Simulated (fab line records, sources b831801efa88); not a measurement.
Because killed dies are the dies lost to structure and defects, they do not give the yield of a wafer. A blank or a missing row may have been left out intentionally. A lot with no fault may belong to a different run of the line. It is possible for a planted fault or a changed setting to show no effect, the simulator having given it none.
2 desks, one fault | flow gf180mcu | only its own numbers are on each desk; what lay behind them is given at the end
Where a reading is given only as a bound, like >300, the bound stands for it, and a mean or a difference that rests on one is marked > or <: the true number lies beyond.

## DESK OF THE TOOL OWNER: pvd_sputter-03
The tool's own readings at GF_M2_SPUTTER_02 (material AlCu, target thk 450 nm, time 23.9 s): means of the sampled wafers that have a number, for each lot that ran on this tool. Any lot whose mean is over 4 standard deviations away from the usual mean is out of limits and marked OUT; that distance is given in the brackets.
Columns: A = cathode_dc_power_W at GF_M2_SPUTTER_02, usual 10600 W; B = chamber_pressure_pa at GF_M2_SPUTTER_02, usual 0.3999 Pa; C = throttle_valve_pct at GF_M2_SPUTTER_02, usual 29.5 %
lot  | first seen here | A     | B      | C
L413 | day 19 01:53    | 10600 | 0.3997 | 30.6
L415 | day 19 19:50    | 10600 | 0.4005 | 30.6
L418 | day 21 05:01    | 10599 | 0.3988 | 30.1
L421 | day 21 23:53    | 10601 | 0.4001 | 30.5
This desk found nothing out of limits on any of the 4 lots.

## AT THE METROLOGY DESK
Means of the sampled wafers that have a number, per lot and without regard to the tool the lot ran on: this is what the gauges read. Any lot whose mean is over 4 standard deviations away from the usual mean is out of limits and marked OUT; that distance is given in the brackets.
Columns: A = M2_ALCU_RS at GF_M2_RS_MEAS_05, usual 0.0693 ohm/sq; B = M2_ALCU_THK at GF_M2_THK_MEAS_06, usual 454 nm
lot  | first seen here | A                        | B
L413 | day 19 02:01    | 0.0697                   | 445
L415 | day 19 19:57    | 0.0691                   | 451
L416 | day 20 06:53    | 0.0698                   | 453
L417 | day 20 23:39    | 0.0687                   | 463
L418 | day 21 05:08    | 0.0687                   | 461
L421 | day 21 23:59    | 0.0698                   | 456
L423 | day 22 15:42    | 0.0689                   | 462
L426 | day 23 16:53    | 7.0336 (+99 or more) OUT | <0 (<-76) OUT
L427 | day 23 23:44    | 7.1040 (+99 or more) OUT | <0 (<-76) OUT
L434 | day 26 04:11    | 0.0693                   | 458
L435 | day 26 11:13    | 0.0702                   | 449
Finding of this desk: L426, L427 out of limits, first seen on L426 at day 23 16:53 (M2_ALCU_RS at GF_M2_RS_MEAS_05). L413, L415, L416, L417, L418, L421, L423, L434, L435 stayed within limits.

## ALL TOGETHER
The metrology desk could have raised an alarm at day 23 16:53, on L426, L427.
The desk of the tool owner found nothing out of limits.
The tool owner's desk has no number on record for L426, L427.
On pvd_sputter-03, each named lot ran GF_M2_SPUTTER_02.

## WHAT THE SIMULATOR PUT IN
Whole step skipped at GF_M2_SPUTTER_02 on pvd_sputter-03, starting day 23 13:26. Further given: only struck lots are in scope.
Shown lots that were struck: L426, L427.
Per desk, hours elapsed from the start of the fault to the first reading out of limits: for the metrology desk, 3.
